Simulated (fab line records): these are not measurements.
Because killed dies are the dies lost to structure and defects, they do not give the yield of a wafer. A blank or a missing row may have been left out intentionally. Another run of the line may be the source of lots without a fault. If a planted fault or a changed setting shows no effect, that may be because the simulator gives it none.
Which tool did it? :: flow sky130 :: Sampling: 12 lots, 35 wafers, 3 of 708 route steps

## WHAT EACH GAUGE READ, for each wafer
SKY_VT_ADJUST_LVTN_OVL_MEAS_18.
lot: L195
measured: day 7 19:08
on: overlay-02
VT_ADJUST_LVTN_01_OVL (nm): -3.2 -2.3 -4.3

lot: L196
measured: day 8 00:13
on: overlay-01
VT_ADJUST_LVTN_01_OVL (nm): -1.9 0.2 0.1

lot: L197
measured: day 8 09:52
on: overlay-01
VT_ADJUST_LVTN_01_OVL (nm): 0.2 0.8 1.1

lot: L198
measured: day 8 16:11
on: overlay-01
VT_ADJUST_LVTN_01_OVL (nm): 1.3 0.9 1.6

lot: L201
measured: day 9 10:11
on: overlay-02
VT_ADJUST_LVTN_01_OVL (nm): -0.5 -3.0 -2.1

lot: L202
measured: day 9 14:50
on: overlay-02
VT_ADJUST_LVTN_01_OVL (nm): -1.1 0.8 -0.1

lot: L203
measured: day 10 03:16
on: overlay-01
VT_ADJUST_LVTN_01_OVL (nm): -0.8 1.3 1.0

lot: L204
measured: day 10 08:50
on: overlay-01
VT_ADJUST_LVTN_01_OVL (nm): 0.4 1.5 1.2

lot: L205
measured: day 10 09:54
on: overlay-01
VT_ADJUST_LVTN_01_OVL (nm): -1.1 -1.6 -1.9

lot: L211
measured: day 12 03:17
on: overlay-01
VT_ADJUST_LVTN_01_OVL (nm): -0.6 -0.5

lot: L215
measured: day 13 06:52
on: overlay-01
VT_ADJUST_LVTN_01_OVL (nm): -0.5 -1.1 0.0

lot: L216
measured: day 13 13:24
on: overlay-01
VT_ADJUST_LVTN_01_OVL (nm): 1.7 1.4 0.1

SKY_VT_ADJUST_NCORE_TW_MEAS_11.
lot: L195
measured: day 8 14:28
on: film_metro-01
VT_ADJUST_NCORE_TW: 220.3 220.3 221.0

lot: L196
measured: day 8 20:05
on: film_metro-01
VT_ADJUST_NCORE_TW: 220.7 219.8 219.6

lot: L197
measured: day 9 06:08
on: film_metro-03
VT_ADJUST_NCORE_TW: 219.9 219.5 221.6

lot: L198
measured: day 9 12:34
on: film_metro-01
VT_ADJUST_NCORE_TW: 220.8 220.5 221.5

lot: L201
measured: day 10 07:14
on: film_metro-02
VT_ADJUST_NCORE_TW: 221.1 222.6 221.7

lot: L202
measured: day 10 11:44
on: film_metro-01
VT_ADJUST_NCORE_TW: 219.6 221.1 221.5

lot: L203
measured: day 11 01:25
on: film_metro-01
VT_ADJUST_NCORE_TW: 221.4 221.1 220.6

lot: L204
measured: day 11 07:29
on: film_metro-03
VT_ADJUST_NCORE_TW: 220.3 219.7 219.7

lot: L205
measured: day 11 08:07
on: film_metro-02
VT_ADJUST_NCORE_TW: 221.0 220.9 219.7

lot: L211
measured: day 13 03:28
on: film_metro-01
VT_ADJUST_NCORE_TW: 218.8 220.7

lot: L215
measured: day 14 08:08
on: film_metro-03
VT_ADJUST_NCORE_TW: 219.4 218.3 219.0

lot: L216
measured: day 14 14:50
on: film_metro-03
VT_ADJUST_NCORE_TW: 219.6 219.7 219.5

SKY_GATE_OXIDE_TW_MEAS_14.
lot: L195
measured: day 13 17:28
on: film_metro-02
GATE_OXIDE_TW: 226.1 226.1 226.4

lot: L196
measured: day 13 21:42
on: film_metro-04
GATE_OXIDE_TW: 225.9 227.3 228.1

lot: L197
measured: day 14 09:12
on: film_metro-01
GATE_OXIDE_TW: 225.6 225.7 225.0

lot: L198
measured: day 14 20:03
on: film_metro-04
GATE_OXIDE_TW: 226.3 228.1 228.0

lot: L201
measured: day 15 18:42
on: film_metro-01
GATE_OXIDE_TW: 227.2 226.0 226.5

lot: L202
measured: day 15 22:11
on: film_metro-04
GATE_OXIDE_TW: 228.9 229.1 228.5

lot: L203
measured: day 16 13:28
on: film_metro-01
GATE_OXIDE_TW: 227.1 225.8 226.3

lot: L204
measured: day 16 19:23
on: film_metro-04
GATE_OXIDE_TW: 227.9 228.6 227.9

lot: L205
measured: day 17 00:11
on: film_metro-02
GATE_OXIDE_TW: 226.5 225.2 226.0

lot: L211
measured: day 19 04:58
on: film_metro-04
GATE_OXIDE_TW: 228.3 228.1

lot: L215
measured: day 20 17:52
on: film_metro-01
GATE_OXIDE_TW: 226.5 225.8 227.6

lot: L216
measured: day 21 00:57
on: film_metro-04
GATE_OXIDE_TW: 227.7 228.2 229.5

## EACH LOT AND THE TOOL THAT RAN IT (in order: tool; ch and the chambers of the sampled wafers; start)
No process step before these readings appears in the record.

## AS READ BY THE TOOLS THEMSELVES (means over the sampled wafers that have a number; for cases with no such wafer, the mark the record gives instead)
The record holds no such reading with a usual standard deviation.

## THE ANSWER, worked out from the rows above alone
Rule: what is usual is taken from the lots themselves. The widest of any qualifying gaps counts: lots, ordered by their means at a reading, are off when they make up no more than a third of the lots, leave a main group of 4 or more, and stand apart from it by 3 or more times the standard deviation of that group's means. A main group whose means are all the same, to the digits that the tables above print for the reading, isn't used. A lot without any number at a reading at which 4 lots or more have one is off too. The other lots that the step has rows for count as sound. Order of review: gauges by route order, followed by the tools' own readings, for which a lot's mean as printed above is used. At the first step where some lot is off, the reading lying furthest off is the one used; lots without a number count as furthest.
No lot is off at any reading shown: from this, nothing can be told.

## WHAT THE SIMULATOR HAD PUT IN
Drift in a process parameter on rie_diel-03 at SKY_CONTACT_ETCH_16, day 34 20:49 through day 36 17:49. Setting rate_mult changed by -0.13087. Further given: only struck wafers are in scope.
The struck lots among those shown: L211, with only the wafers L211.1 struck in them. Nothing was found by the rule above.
